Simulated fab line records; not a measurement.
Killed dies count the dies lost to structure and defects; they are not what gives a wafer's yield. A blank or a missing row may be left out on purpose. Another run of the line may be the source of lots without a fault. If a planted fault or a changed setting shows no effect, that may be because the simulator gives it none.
fab line records ; flow sky130
[record] lots = 6; wafers = 18; last_day = 50
route steps=708 shown CONTACT@432 METAL1@434 PAD_OPEN@708
lots untouched by any fault: they come from a run of this same line in which no faults occurred
start_h: hours from the record's first day to the start of the lot's first wafer shown ; wait_h: hours since the lot's step before ; " repeats the value in the row above ; L1.1+2: several wafers, shown together as one row ; - no value present, or no start provided ; * or withheld: withheld ; < > ~ a bound
route shown NAME@n: names a module that has steps shown in the file, with the first one's number in the route ; usual: the fault-free wafers' mean and standard deviation ; same: alike in all rows ; chamber/n: place in a boat ; sites: readings site by site ; _std_site: their standard deviation ; _edge_site: inner sites' mean taken away from outer sites' mean ; radius_mm: how far each site lies from the wafer's centre ; mask NAME#n: copy n ; behind: tool/chamber where the wafer was last shaped ; hold: what put the lot on hold/how long, in hours/how the hold closed ; device: the n, p or np transistor that did not switch ; end of line: the route-end tests of the same wafers ; a step without rows: its recipe alone ; killed: at the first sort, the dies lost to defects and structure; wafer yield is something else ; map: dies across one wafer; x = killed, . = not, _ = none there
set.NAME: the setting that was run; set.NAME@STEP: the one run at that earlier step ; model.NAME: the simulator's own value behind a step, which no gauge read
lots at some steps of the route; a table a step, a row a wafer
services: a tool's chamber out of use, with start hour (start_h, from the record's first day; less than 0 if before it), hours out, and reason
[[steps]]
[step SKY_CONTACT_THK_MEAS_26]
[recipe] thk_meas_gauge = xrf; reads = W_of_CONTACT_CVD_24
[usual] CONTACT_W_THK = 346/4.5
lot.wafer;tool;chamber;start_h;wait_h;CONTACT_W_THK[nm]
L423.2;film_metro-01;-;744.83;0.1;349
L423.3;film_metro-01;-;744.83;0.1;349
L423.4;film_metro-01;-;744.83;0.1;349
L429.2;film_metro-02;-;797.53;0.1;348
L429.3;film_metro-02;-;797.53;0.1;348
L429.6;film_metro-02;-;797.53;0.1;347
L434.2;film_metro-03;-;823.72;0.1;343
L434.3;film_metro-03;-;823.72;0.1;345
L434.4;film_metro-03;-;823.72;0.1;344
L440.2;film_metro-02;-;874.56;0.1;347
L440.4;film_metro-02;-;874.56;0.1;345
L440.6;film_metro-02;-;874.56;0.1;350
L442.1;film_metro-02;-;892.79;0.1;352
L442.3;film_metro-02;-;892.79;0.1;346
L442.4;film_metro-02;-;892.79;0.1;353
L444.1;film_metro-01;-;900.26;0.1;344
L444.2;film_metro-01;-;900.26;0.1;347
L444.6;film_metro-01;-;900.26;0.1;340
[step SKY_CONTACT_CMP_27]
[recipe] stop_on = SiO2; t_overpolish_s = 15; down_force_psi = 3.5; platen_rpm = 60; target_thk_nm = 0; pad_velocity_m_s = 0.94248
[step SKY_METAL1_SPUTTER_00]
[recipe] material = Ti; target_thk_nm = 15; power_w = 3000; time_s = 10; chamber_pressure_pa = 0.4
[step SKY_METAL1_SPUTTER_01]
[recipe] material = TiN; target_thk_nm = 20; power_w = 6500; time_s = 16.7; chamber_pressure_pa = 0.4
[usual] throttle_valve_pct = 30.1/1.4
lot.wafer;tool;chamber;start_h;wait_h;throttle_valve_pct
L423.2;pvd_sputter-02;-;745.42;0.0;30.4
L423.3;pvd_sputter-02;-;745.42;0.0;28.6
L423.4;pvd_sputter-02;-;745.42;0.0;29.4
L429.2;pvd_sputter-02;-;798.07;0.0;30.4
L429.3;pvd_sputter-02;-;798.07;0.0;29.2
L429.6;pvd_sputter-02;-;798.07;0.0;30.3
L434.2;pvd_sputter-02;-;824.09;0.0;29.5
L434.3;pvd_sputter-02;-;824.09;0.0;28.3
L434.4;pvd_sputter-02;-;824.09;0.0;28.3
L440.2;pvd_sputter-04;-;874.93;0.0;27.7
L440.4;pvd_sputter-04;-;874.93;0.0;31.5
L440.6;pvd_sputter-04;-;874.93;0.0;31.0
L442.1;pvd_sputter-04;-;893.17;0.0;27.7
L442.3;pvd_sputter-04;-;893.17;0.0;30.3
L442.4;pvd_sputter-04;-;893.17;0.0;31.6
L444.1;pvd_sputter-02;-;900.64;0.0;29.8
L444.2;pvd_sputter-02;-;900.64;0.0;28.3
L444.6;pvd_sputter-02;-;900.64;0.0;28.4
[step SKY_METAL1_SPUTTER_02]
[recipe] material = AlCu; target_thk_nm = 250; power_w = 10600; time_s = 13.3; chamber_pressure_pa = 0.4
[usual] throttle_valve_pct = 30.1/1.5
lot.wafer;tool;chamber;start_h;wait_h;throttle_valve_pct
L423.2;pvd_sputter-02;-;745.45;0.0;30.5
L423.3;pvd_sputter-02;-;745.45;0.0;28.6
L423.4;pvd_sputter-02;-;745.45;0.0;29.6
L429.2;pvd_sputter-02;-;798.10;0.0;30.3
L429.3;pvd_sputter-02;-;798.10;0.0;29.7
L429.6;pvd_sputter-02;-;798.10;0.0;30.3
L434.2;pvd_sputter-02;-;824.11;0.0;29.4
L434.3;pvd_sputter-02;-;824.11;0.0;28.6
L434.4;pvd_sputter-02;-;824.11;0.0;28.5
L440.2;pvd_sputter-04;-;874.96;0.0;27.7
L440.4;pvd_sputter-04;-;874.96;0.0;31.8
L440.6;pvd_sputter-04;-;874.96;0.0;31.2
L442.1;pvd_sputter-04;-;893.20;0.0;27.5
L442.3;pvd_sputter-04;-;893.20;0.0;30.4
L442.4;pvd_sputter-04;-;893.20;0.0;31.6
L444.1;pvd_sputter-02;-;900.67;0.0;29.2
L444.2;pvd_sputter-02;-;900.67;0.0;28.4
L444.6;pvd_sputter-02;-;900.67;0.0;28.4
[step SKY_METAL1_SPUTTER_03]
[recipe] material = Ti; target_thk_nm = 5; power_w = 3000; time_s = 3.3; chamber_pressure_pa = 0.4
[usual] throttle_valve_pct = 30.1/1.4
lot.wafer;tool;chamber;start_h;wait_h;throttle_valve_pct
L423.2;pvd_sputter-02;-;745.47;0.0;30.3
L423.3;pvd_sputter-02;-;745.47;0.0;28.4
L423.4;pvd_sputter-02;-;745.47;0.0;29.6
L429.2;pvd_sputter-02;-;798.12;0.0;30.5
L429.3;pvd_sputter-02;-;798.12;0.0;29.7
L429.6;pvd_sputter-02;-;798.12;0.0;30.2
L434.2;pvd_sputter-02;-;824.14;0.0;29.2
L434.3;pvd_sputter-02;-;824.14;0.0;28.3
L434.4;pvd_sputter-02;-;824.14;0.0;28.7
L440.2;pvd_sputter-04;-;874.98;0.0;27.8
L440.4;pvd_sputter-04;-;874.98;0.0;31.9
L440.6;pvd_sputter-04;-;874.98;0.0;31.0
L442.1;pvd_sputter-04;-;893.22;0.0;27.5
L442.3;pvd_sputter-04;-;893.22;0.0;30.3
L442.4;pvd_sputter-04;-;893.22;0.0;31.5
L444.1;pvd_sputter-02;-;900.69;0.0;29.4
L444.2;pvd_sputter-02;-;900.69;0.0;28.4
L444.6;pvd_sputter-02;-;900.69;0.0;28.4
[step SKY_METAL1_SPUTTER_04]
[recipe] material = TiN; target_thk_nm = 70; power_w = 6430; time_s = 58.3; chamber_pressure_pa = 0.4
[step SKY_METAL1_RS_MEAS_05]
[recipe] thk_meas_gauge = four-point-probe; reads = TiN_of_METAL1_SPUTTER_04+Ti_of_METAL1_SPUTTER_03+AlCu_of_METAL1_SPUTTER_02+TiN_of_METAL1_SPUTTER_01+Ti_of_METAL1_SPUTTER_00
[usual] METAL1_ALCU_RS = 0.1269/0.0017
lot.wafer;tool;chamber;start_h;wait_h;METAL1_ALCU_RS[ohm/sq]
L423.2;film_metro-04;-;745.56;0.0;0.1280
L423.3;film_metro-04;-;745.56;0.0;0.1294
L423.4;film_metro-04;-;745.56;0.0;0.1273
L429.2;film_metro-01;-;798.21;0.0;0.1259
L429.3;film_metro-01;-;798.21;0.0;0.1250
L429.6;film_metro-01;-;798.21;0.0;0.1264
L434.2;film_metro-02;-;824.23;0.0;0.1262
L434.3;film_metro-02;-;824.23;0.0;0.1289
L434.4;film_metro-02;-;824.23;0.0;0.1285
L440.2;film_metro-02;-;875.07;0.0;0.1271
L440.4;film_metro-02;-;875.07;0.0;0.1268
L440.6;film_metro-02;-;875.07;0.0;0.1259
L442.1;film_metro-02;-;893.29;0.0;0.1265
L442.3;film_metro-02;-;893.29;0.0;0.1247
L442.4;film_metro-02;-;893.29;0.0;0.1241
L444.1;film_metro-04;-;900.76;0.0;0.1267
L444.2;film_metro-04;-;900.76;0.0;0.1283
L444.6;film_metro-04;-;900.76;0.0;0.1284
[step SKY_METAL1_THK_MEAS_06]
[recipe] thk_meas_gauge = xrf; reads = AlCu_of_METAL1_SPUTTER_02
[usual] METAL1_ALCU_THK = 250/3.7
lot.wafer;tool;chamber;start_h;wait_h;METAL1_ALCU_THK[nm]
L423.2;film_metro-04;-;745.67;0.1;246
L423.3;film_metro-04;-;745.67;0.1;245
L423.4;film_metro-04;-;745.67;0.1;251
L429.2;film_metro-01;-;798.32;0.1;251
L429.3;film_metro-01;-;798.32;0.1;252
L429.6;film_metro-01;-;798.32;0.1;252
L434.2;film_metro-02;-;824.34;0.1;252
L434.3;film_metro-02;-;824.34;0.1;248
L434.4;film_metro-02;-;824.34;0.1;250
L440.2;film_metro-02;-;875.18;0.1;251
L440.4;film_metro-02;-;875.18;0.1;251
L440.6;film_metro-02;-;875.18;0.1;253
L442.1;film_metro-02;-;893.41;0.1;253
L442.3;film_metro-02;-;893.41;0.1;254
L442.4;film_metro-02;-;893.41;0.1;256
L444.1;film_metro-04;-;900.88;0.1;250
L444.2;film_metro-04;-;900.88;0.1;247
L444.6;film_metro-04;-;900.88;0.1;248
[step SKY_METAL1_DEHYDRATE_07]
[recipe] temp_c = 200; time_s = 60
[step SKY_METAL1_HMDS_08]
[recipe] prime_time_s = 60; prime_temp_c = 120
[step SKY_METAL1_COAT_09]
[recipe] resist = BARC; temp_c = withheld; time_s = withheld; spin_rpm = 3000; resist_thk_nm = 60
[step SKY_METAL1_COAT_10]
[recipe] resist = KrF-thick; spin_rpm = 3000; resist_thk_nm = 450
[usual] spin_speed_rpm = 3000.0/1.9
lot.wafer;tool;chamber;start_h;wait_h;spin_speed_rpm;model.KrF-thick_of_METAL1_COAT_10.thk_nm
L423.2;litho_track-01;0;759;-;3003.9;450.2
L423.3;litho_track-01;0;759;-;3000.7;451.3
L423.4;litho_track-01;0;759;-;3002.8;450.8
L429.2;litho_track-02;0;810;-;2998.9;449.4
L429.3;litho_track-02;0;810;-;3001.7;450.3
L429.6;litho_track-02;0;810;-;3000.7;450.3
L434.2;litho_track-02;0;836;-;3000.1;449.1
L434.3;litho_track-02;0;836;-;3001.4;447.9
L434.4;litho_track-02;0;836;-;2999.1;447.7
L440.2;litho_track-01;0;887;-;3072.0;445
L440.4;litho_track-01;0;887;-;3068.5;445.1
L440.6;litho_track-01;0;887;-;3071.0;445.4
L442.1;litho_track-01;0;906;-;3073.8;444.1
L442.3;litho_track-01;0;906;-;3069.3;443.6
L442.4;litho_track-01;0;906;-;3069.1;443.6
L444.1;litho_track-03;0;913;-;3003.3;451
L444.2;litho_track-03;0;913;-;2998.8;452.3
L444.6;litho_track-03;0;913;-;2999.5;450.3
[step SKY_METAL1_SOFTBAKE_11]
[recipe] temp_c = 100; time_s = 90; resist = KrF-thick
[step SKY_METAL1_EXPOSE_12]
[recipe] mask_id = MM1; na = 0.8; source_shape = annular; sigma_inner = 0.55; sigma_outer = 0.85; target_cd_nm = 140; dose_mj = 28
[step SKY_METAL1_PEB_13]
[recipe] peb_temp_c = withheld; peb_time_s = withheld; resist = KrF-thick
[step SKY_METAL1_DEVELOP_14]
[recipe] develop_time_s = 60; resist = KrF-thick; dev_temp_c = 21
[step SKY_METAL1_CD_MEAS_15]
[recipe] target_cd_nm = 140
[usual] cd_nm = 140.3/1.7
lot.wafer;tool;chamber;start_h;wait_h;cd_nm
L423.2;cd_sem-01;-;772.46;-;138.8
L423.3;cd_sem-01;-;772.46;-;140.8
L423.4;cd_sem-01;-;772.46;-;140.7
L429.2;cd_sem-02;-;825.02;-;139.3
L429.3;cd_sem-02;-;825.02;-;139.2
L429.6;cd_sem-02;-;825.02;-;137.9
L434.2;cd_sem-01;-;850.30;-;139.8
L434.3;cd_sem-01;-;850.30;-;139.0
L434.4;cd_sem-01;-;850.30;-;138.9
L440.2;cd_sem-01;-;901.40;-;136.9
L440.4;cd_sem-01;-;901.40;-;137.2
L440.6;cd_sem-01;-;901.40;-;137.9
L442.1;cd_sem-02;-;919.28;-;141.1
L442.3;cd_sem-02;-;919.28;-;141.7
L442.4;cd_sem-02;-;919.28;-;140.2
L444.1;cd_sem-02;-;926.03;-;140.2
L444.2;cd_sem-02;-;926.03;-;142.1
L444.6;cd_sem-02;-;926.03;-;140.6
[step SKY_METAL1_OVL_MEAS_16]
[usual] METAL1_OVL = -2/5.2
lot.wafer;tool;chamber;start_h;wait_h;METAL1_OVL[nm]
L423.2;overlay-02;-;772.56;0.1;-1
L423.3;overlay-02;-;772.56;0.1;-1
L423.4;overlay-02;-;772.56;0.1;-4
L429.2;overlay-01;-;825.13;0.1;-6
L429.3;overlay-01;-;825.13;0.1;-10
L429.6;overlay-01;-;825.13;0.1;-2
L434.2;overlay-01;-;850.41;0.1;-5
L434.3;overlay-01;-;850.41;0.1;-4
L434.4;overlay-01;-;850.41;0.1;-7
L440.2;overlay-01;-;901.51;0.1;-11
L440.4;overlay-01;-;901.51;0.1;-1
L440.6;overlay-01;-;901.51;0.1;-6
L442.1;overlay-02;-;919.40;0.1;0
L442.3;overlay-02;-;919.40;0.1;5
L442.4;overlay-02;-;919.40;0.1;-2
L444.1;overlay-02;-;926.15;0.1;-6
L444.2;overlay-02;-;926.15;0.1;-9
L444.6;overlay-02;-;926.15;0.1;-3
[step SKY_METAL1_DESCUM_17]
[recipe] chemistry = O2; source_power_w = 150; bias_power_w = 0; pressure_mtorr = 10; temp_c = 40; time_s = 8
[usual] drypump_motor_current_A = 5.48/0.25; oes_product_au = 1.000/0.0093
lot.wafer;tool;chamber;start_h;wait_h;drypump_motor_current_A;oes_product_au;rf_hours_counter_h
L423.2;rie_metal-04;1;772.59;0.0;5.36;0.994;13
L423.3;rie_metal-04;1;772.59;0.0;5.37;0.998;-
L423.4;rie_metal-04;0;772.59;0.0;5.27;0.996;-
L429.2;rie_metal-04;1;825.16;0.0;5.38;0.989;15
L429.3;rie_metal-04;0;825.16;0.0;5.28;0.981;-
L429.6;rie_metal-04;0;825.16;0.0;5.30;0.980;-
L434.2;rie_metal-01;0;850.44;0.0;5.16;1.014;4
L434.3;rie_metal-01;1;850.44;0.0;5.24;1.004;-
L434.4;rie_metal-01;0;850.44;0.0;5.16;1.012;-
L440.2;rie_metal-02;1;901.54;0.0;5.79;1.011;2
L440.4;rie_metal-02;1;901.54;0.0;5.79;1.009;-
L440.6;rie_metal-02;1;901.54;0.0;5.82;0.997;-
L442.1;rie_metal-02;1;919.44;0.0;5.81;1.005;3
L442.3;rie_metal-02;0;919.44;0.0;5.70;0.995;-
L442.4;rie_metal-02;1;919.44;0.0;5.76;1.011;-
L444.1;rie_metal-01;1;926.19;0.0;5.25;1.002;6
L444.2;rie_metal-01;0;926.19;0.0;5.16;1.005;7
L444.6;rie_metal-01;1;926.19;0.0;5.26;0.996;-
[step SKY_METAL1_ETCH_18]
[recipe] chemistry = N2/H2; target = BARC; ion_energy_ev = 200; bias_w = 100; pressure_mtorr = 30; n2_flow_sccm = 100; h2_flow_sccm = 200; icp_w = 500; stop_on = SiO2; time_s = 45.9; target_depth_a = 600
[usual] drypump_motor_current_A = 5.48/0.25; h2_flow_sccm = 200.1/0.63; oes_product_au = 0.856/0.0042; throttle_valve_pct = 13.224/0.009
lot.wafer;tool;chamber;start_h;wait_h;drypump_motor_current_A;h2_flow_sccm;oes_product_au;rf_hours_counter_h;throttle_valve_pct;model.KrF-thick_of_METAL1_COAT_10.thk_nm
L423.2;rie_metal-04;1;772.62;0.0;5.38;200.1;0.854;13;13.231;393
L423.3;rie_metal-04;1;772.62;0.0;5.38;200.5;0.859;-;13.228;394
L423.4;rie_metal-04;0;772.62;0.0;5.29;201.0;0.860;-;13.228;394.2
L429.2;rie_metal-04;1;825.19;0.0;5.40;200.8;0.852;15;13.232;391.8
L429.3;rie_metal-04;0;825.19;0.0;5.29;200.7;0.854;-;13.222;394
L429.6;rie_metal-04;0;825.19;0.0;5.31;201.1;0.851;-;13.232;394.2
L434.2;rie_metal-01;0;850.47;0.0;5.22;199.7;0.850;4;13.211;390.8
L434.3;rie_metal-01;1;850.47;0.0;5.23;199.1;0.855;-;13.230;390
L434.4;rie_metal-01;0;850.47;0.0;5.21;200.2;0.851;-;13.221;389.7
L440.2;rie_metal-02;1;901.57;0.0;5.77;200.7;0.854;2;13.227;387.1
L440.4;rie_metal-02;1;901.57;0.0;5.77;200.1;0.859;-;13.230;387.2
L440.6;rie_metal-02;1;901.57;0.0;5.78;199.8;0.850;-;13.235;387.7
L442.1;rie_metal-02;1;919.47;0.0;5.74;198.8;0.853;3;13.228;386.1
L442.3;rie_metal-02;0;919.47;0.0;5.72;200.4;0.860;-;13.211;386.4
L442.4;rie_metal-02;1;919.47;0.0;5.78;200.3;0.865;-;13.225;385.9
L444.1;rie_metal-01;1;926.22;0.0;5.25;199.8;0.854;6;13.228;393.4
L444.2;rie_metal-01;0;926.22;0.0;5.19;200.8;0.854;7;13.211;394.5
L444.6;rie_metal-01;1;926.22;0.0;5.24;200.5;0.867;-;13.226;392.3
[step SKY_METAL1_METAL_ETCH_19]
[recipe] target_depth_a = 3600; stop_on = SiO2; over_etch_frac = 0.3; time_s = 78; chemistry = Cl2/BCl3; resist_sidewall_deg = 88; pressure_mtorr = 10; icp_w = 900; bias_w = 48.5; Cl2_flow_sccm = 60; bcl3_flow_sccm = 30
[usual] drypump_motor_current_A = 5.48/0.25; oes_product_au = 0.853/0.0065; throttle_valve_pct = 22.264/0.0093
lot.wafer;tool;chamber;start_h;wait_h;drypump_motor_current_A;oes_product_au;rf_hours_counter_h;throttle_valve_pct
L423.2;rie_metal-04;1;772.69;0.0;5.37;0.852;13;22.266
L423.3;rie_metal-04;1;772.69;0.0;5.37;0.851;-;22.258
L423.4;rie_metal-04;0;772.69;0.0;5.30;0.846;-;22.272
L429.2;rie_metal-04;1;825.25;0.0;5.38;0.856;15;22.251
L429.3;rie_metal-04;0;825.25;0.0;5.29;0.854;-;22.265
L429.6;rie_metal-04;0;825.25;0.0;5.28;0.863;-;22.271
L434.2;rie_metal-01;0;850.53;0.0;5.17;0.851;4;22.279
L434.3;rie_metal-01;1;850.53;0.0;5.23;0.842;-;22.273
L434.4;rie_metal-01;0;850.53;0.0;5.17;0.847;-;22.275
L440.2;rie_metal-02;1;901.63;0.0;5.75;0.856;2;22.244
L440.4;rie_metal-02;1;901.63;0.0;5.78;0.853;-;22.263
L440.6;rie_metal-02;1;901.63;0.0;5.79;0.851;-;22.262
L442.1;rie_metal-02;1;919.53;0.0;5.76;0.856;3;22.263
L442.3;rie_metal-02;0;919.53;0.0;5.74;0.856;-;22.269
L442.4;rie_metal-02;1;919.53;0.0;5.80;0.856;-;22.271
L444.1;rie_metal-01;1;926.28;0.0;5.24;0.866;6;22.257
L444.2;rie_metal-01;0;926.28;0.0;5.18;0.850;7;22.277
L444.6;rie_metal-01;1;926.28;0.0;5.25;0.856;-;22.255
[step SKY_PAD_OPEN_PROBE_99]
[usual] defect_limited_yield = 82.2/1.9; killed_at_M0_to_M3 = 43/6.3; killed_at_M4_up = 3.3/1.7; killed_at_contacts = 24/5.4; killed_at_front_end = 16/4.6; killed_at_other = 0.4/0.7; killed_dies = 87/9.4; killed_open = 47/6.9; killed_short = 39/6.1; sort_bin_3_pad_short = 0.9/0.45; sort_bin_5_function = 10.6/1.5; sort_bin_6_memory = 6.3/1.2; sort_n_pass = 405/9.4; sort_yield_pct = 82.2/1.9
[same] gross_dies = 492; killed_at_back_side = 0; sort_bin_4_leakage[%] = 0; sort_bin_8_speed[%] = 0
lot.wafer;tool;chamber;start_h;wait_h;defect_limited_yield[%];killed_at_M0_to_M3;killed_at_M4_up;killed_at_contacts;killed_at_front_end;killed_at_other;killed_dies;killed_open;killed_short;sort_bin_3_pad_short[%];sort_bin_5_function[%];sort_bin_6_memory[%];sort_n_pass;sort_yield_pct[%]
L423.2;prober-02;-;1086.25;0.1;80.7;51;2;27;14;1;95;53;41;1.2;11.2;6.9;397;80.7
L423.3;prober-02;-;1086.30;0.2;83.3;42;2;25;12;1;82;50;32;0.2;12.0;4.5;410;83.3
L423.4;prober-02;-;1086.35;0.2;80.9;51;2;23;18;0;94;51;43;0.4;11.4;7.3;398;80.9
L429.2;prober-01;-;1124.49;0.1;83.9;35;7;15;22;0;79;41;38;0.4;9.3;6.3;413;83.9
L429.3;prober-01;-;1124.54;0.2;80.3;53;1;32;11;0;97;47;49;0.4;11.8;7.5;395;80.3
L429.6;prober-01;-;1124.69;0.2;79.3;48;3;29;22;0;102;50;51;1.0;12.4;7.3;390;79.3
L434.2;prober-01;-;1144.33;0.1;81.1;39;3;25;26;0;93;57;36;0.2;11.0;7.7;399;81.1
L434.3;prober-01;-;1144.38;0.2;83.9;56;3;11;9;0;79;41;38;0.6;8.7;6.7;413;83.9
L434.4;prober-01;-;1144.43;0.2;80.1;49;3;21;24;1;98;56;42;0.6;12.6;6.7;394;80.1
L440.2;prober-01;-;1176.37;0.1;84.3;36;4;25;12;0;77;50;27;0.2;10.4;5.1;415;84.3
L440.4;prober-01;-;1176.47;0.2;81.3;49;4;26;13;0;92;60;32;0.8;11.0;6.9;400;81.3
L440.6;prober-01;-;1176.57;0.2;83.9;38;2;25;14;0;79;45;34;0.6;10.6;4.9;413;83.9
// killed by level:class
L423.2 CONTACT:geometric_particle:open=10 METAL1:geometric_particle:short=9 VIA1:geometric_particle:open=9 LI_CONTACT:geometric_particle:open=8 VIA3:geometric_particle:open=7 VIA2:geometric_particle:open=7 FIELD_ISO:geometric_particle:open=5 METAL2:geometric_particle:short=5
L423.3 CONTACT:geometric_particle:open=11 VIA3:geometric_particle:open=10 LI_CONTACT:geometric_particle:open=10 METAL1:geometric_particle:short=6 VIA1:geometric_particle:open=5 VIA2:geometric_particle:open=5 POLY_GATE:geometric_particle:open=4 METAL2:geometric_particle:short=4
L423.4 VIA1:geometric_particle:open=9 VIA3:geometric_particle:open=9 FIELD_ISO:geometric_particle:open=6 LI_CONTACT:geometric_particle:open=6 METAL1:geometric_particle:short=6 METAL2:geometric_particle:short=6 VIA3:geometric_particle:short=6 CONTACT:geometric_particle:short=5
L429.2 VIA1:geometric_particle:open=10 LI_CONTACT:geometric_particle:open=5 METAL1:geometric_particle:short=5 FIELD_ISO:geometric_particle:open=4 FIELD_ISO:geometric_particle:short=4 POLY_GATE:geometric_particle:short=4 VIA2:geometric_particle:open=4 CONTACT:geometric_particle:short=4
L429.3 VIA2:geometric_particle:open=13 CONTACT:geometric_particle:open=10 METAL2:geometric_particle:short=10 VIA1:geometric_particle:open=8 LI_CONTACT:geometric_particle:open=7 CONTACT:geometric_particle:short=7 VIA1:geometric_particle:short=6 FIELD_ISO:geometric_particle:short=4
L429.6 VIA1:geometric_particle:open=12 CONTACT:geometric_particle:open=9 LI_CONTACT:geometric_particle:open=8 CONTACT:geometric_particle:short=7 FIELD_ISO:geometric_particle:open=6 METAL1:geometric_particle:short=6 METAL2:geometric_particle:short=6 VIA1:geometric_particle:short=5
L434.2 VIA1:geometric_particle:open=12 CONTACT:geometric_particle:open=11 FIELD_ISO:geometric_particle:open=7 POLY_GATE:geometric_particle:open=7 POLY_GATE:geometric_particle:short=6 METAL1:geometric_particle:short=6 LI_CONTACT:geometric_particle:open=6 VIA3:geometric_particle:open=5
L434.3 VIA1:geometric_particle:open=15 METAL1:geometric_particle:short=9 VIA1:geometric_particle:short=6 VIA3:geometric_particle:open=6 VIA2:geometric_particle:open=5 FIELD_ISO:geometric_particle:open=4 CONTACT:geometric_particle:open=4 VIA2:geometric_particle:short=4
L434.4 VIA1:geometric_particle:open=16 CONTACT:geometric_particle:open=10 POLY_GATE:geometric_particle:open=7 VIA1:geometric_particle:short=7 POLY_GATE:geometric_particle:short=6 VIA3:geometric_particle:open=6 METAL1:geometric_particle:short=5 FIELD_ISO:geometric_particle:open=4
L440.2 VIA2:geometric_particle:open=10 VIA1:geometric_particle:open=9 CONTACT:geometric_particle:open=8 LI_CONTACT:geometric_particle:open=7 FIELD_ISO:geometric_particle:short=5 LOCAL_INTERCONNECT:geometric_particle:short=4 CONTACT:geometric_particle:short=4 VIA3:geometric_particle:open=4
L440.4 VIA3:geometric_particle:open=15 VIA1:geometric_particle:open=10 LI_CONTACT:geometric_particle:open=8 CONTACT:geometric_particle:open=8 VIA2:geometric_particle:short=6 VIA2:geometric_particle:open=6 LOCAL_INTERCONNECT:geometric_particle:short=5 FIELD_ISO:geometric_particle:open=4
L440.6 VIA1:geometric_particle:open=12 CONTACT:geometric_particle:open=10 CONTACT:geometric_particle:short=7 LI_CONTACT:geometric_particle:open=6 FIELD_ISO:geometric_particle:short=5 METAL1:geometric_particle:short=5 VIA3:geometric_particle:open=5 FIELD_ISO:geometric_particle:open=4
[[services]]
tool;chamber;start_h;hours;kind
rie_metal-01;0;722.63;3.8;repair
rie_metal-01;0;735.01;-;clean
rie_metal-01;0;735.01;20.0;scheduled_down
rie_metal-01;0;735.01;20.0;vent_cycle
rie_metal-01;1;745.39;3.8;repair
rie_metal-01;1;754.98;-;clean
rie_metal-01;1;754.98;32.3;scheduled_down
rie_metal-01;1;754.98;32.3;vent_cycle
rie_metal-02;-;758.10;1.4;pm
rie_metal-04;1;804.66;14.9;repair
rie_metal-04;-;828.11;1.4;pm
rie_metal-02;1;849.23;-;clean
rie_metal-02;1;849.23;14.9;scheduled_down
rie_metal-02;1;849.23;14.9;vent_cycle
rie_metal-04;1;855.58;-;clean
rie_metal-04;1;855.58;17.5;scheduled_down
rie_metal-04;1;855.58;17.5;vent_cycle
pvd_sputter-02;2;883.49;-;consumable_replace:kit
pvd_sputter-02;2;883.49;18.0;scheduled_down
pvd_sputter-02;2;883.49;18.0;vent_cycle
rie_metal-04;0;895.52;-;clean
rie_metal-04;0;895.52;24.0;scheduled_down
rie_metal-04;0;895.52;24.0;vent_cycle
pvd_sputter-04;0;915.95;-;consumable_replace:kit
[[key]]
[first_sign] step = SKY_METAL1_COAT_10; reading = spin_speed_rpm; direction = up; sigmas = 38; usual = 3000.0; struck = 3070.6
effect none on later readings
[model_effect] step = SKY_METAL1_COAT_10; value = KrF-thick_of_METAL1_COAT_10.thk_nm; without = 449.7; struck = 444.5
[model_effect] step = SKY_METAL1_ETCH_18; value = KrF-thick_of_METAL1_COAT_10.thk_nm; without = 392; struck = 386.7
met_at SKY_METAL1_COAT_10
struck_wafers L440.2,L440.4,L440.6,L442.1,L442.3,L442.4
onset_between 759 887
[fault] kind = process_parameter_drift; tool = litho_track-01; chamber = -; onset_h = 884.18; steps = SKY_METAL1_COAT_10; channel = spin_rpm; offset = 71.338; shape = step; end_h = 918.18; acts_in = these_recipes_only; stated = 3000
